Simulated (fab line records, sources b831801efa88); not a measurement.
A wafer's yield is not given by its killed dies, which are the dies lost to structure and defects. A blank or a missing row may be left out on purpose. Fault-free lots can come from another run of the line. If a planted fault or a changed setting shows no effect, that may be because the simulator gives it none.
8D (eight disciplines) problem report, filled in by code | flow gf180mcu | the parts of the form that need people (team, actions taken, sign-off) are left out

## 1. THE PROBLEM
runLengthS at GF_PASSIVATION_CVD_00 reads a mean of 136.4 s on 2 wafers of 1 lot; wafers without a fault read 140.1 s with a standard deviation of 0.59. Measured from the usual mean, that is -6.2 standard deviations.
The step: deposits SiO2 from TEOS, target thk 1000 nm, time 111.95 s.
First seen on wafer L414.1, day 29 03:45, on pecvd-03. The record holds 15 wafers of 5 lots with a number at this step. Rule for "out", or "out of limits": more than 4 standard deviations from the usual mean. All remaining wafers that have a number are taken as sound.

## 2. WHAT THIS IS AND IS NOT
question                    | is                | is not
which readings at this step | runLengthS        | heaterPowerW
which lots                  | L414              | L412, L415, L424, L425
which wafers of those lots  | L414.1, L414.4    | L414.3
read on which tools         | pecvd-03          | pecvd-02, pecvd-04
when                        | from day 29 03:45 | up to then (4 sound wafers); but 9 sound wafers of L415, L424, L425 came after

## 3. WHAT RULES OUT EACH SUSPECT
Counting: a tool at a process step up to the reading stays a suspect if it ran every lot that is out. Sound lots after the first of them don't rule it out here, since some wafers of a struck lot are sound.
- rieMetal-03 at GF_TOP_METAL_METAL_ETCH_16 (etches the open film in Cl2/BCl3, stops on SiO2, target depth 1197 nm, time 199.5 s): kept. It ran the lot that is out, L414 (day 29 03:01).
- plasmaAsher-04 at GF_TOP_METAL_STRIP_17 (strips in O2/N2): kept. It ran the lot that is out, L414 (day 29 03:13).
- pecvd-03 at GF_PASSIVATION_CVD_00 (deposits SiO2 from TEOS, target thk 1000 nm, time 111.95 s): kept. It ran the lot that is out, L414 (day 29 03:45). Its own readings are out on those wafers: runLengthS.
- At GF_TOP_METAL_STRIP_17 on plasmaAsher-04, chamber 0 took the sound wafers of the same lots and chamber 1 took the wafers that are out.
- At GF_PASSIVATION_CVD_00 on pecvd-03, chamber 2 took the sound wafers of the same lots and chamber 0 took the wafers that are out.
The count leaves rieMetal-03 at GF_TOP_METAL_METAL_ETCH_16, plasmaAsher-04 at GF_TOP_METAL_STRIP_17, and pecvd-03 at GF_PASSIVATION_CVD_00.

## 4. THE CAUSE (what the simulator had put in)
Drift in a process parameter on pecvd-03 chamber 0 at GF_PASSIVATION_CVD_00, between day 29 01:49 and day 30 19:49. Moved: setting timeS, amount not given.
Of the 3 suspects that counting leaves, this tool is one.

## 5. THE CHAIN OF EFFECTS, in route order
Each row: a reading whose mean over the struck wafers that have a number lies more than 3 standard deviations from the usual. Scope: only readings with a usual standard deviation given in the record; hours: median across lots of the time from each lot's start at the first step in this table that gives one to its start at this step; sigmas: change in usual standard deviations.
hours | step                  | reading    | usual   | on struck wafers | change | sigmas
0     | GF_PASSIVATION_CVD_00 | runLengthS | 140.1 s | 136.4            | -3.7   | -6.2
It contains these process steps:
- GF_PASSIVATION_CVD_00: deposits SiO2 from TEOS, target thk 1000 nm, time 111.95 s.
At these later measuring or inspecting steps, every struck wafer for which the step has a row has a number for every such reading, and none has moved that far: GF_PASSIVATION_THK_MEAS_01.

## 6. WHAT WOULD HAVE CAUGHT IT SOONER
2 hours passed between the start of the fault at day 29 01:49 and the first reading out of limits in this record, taken at day 29 03:45.
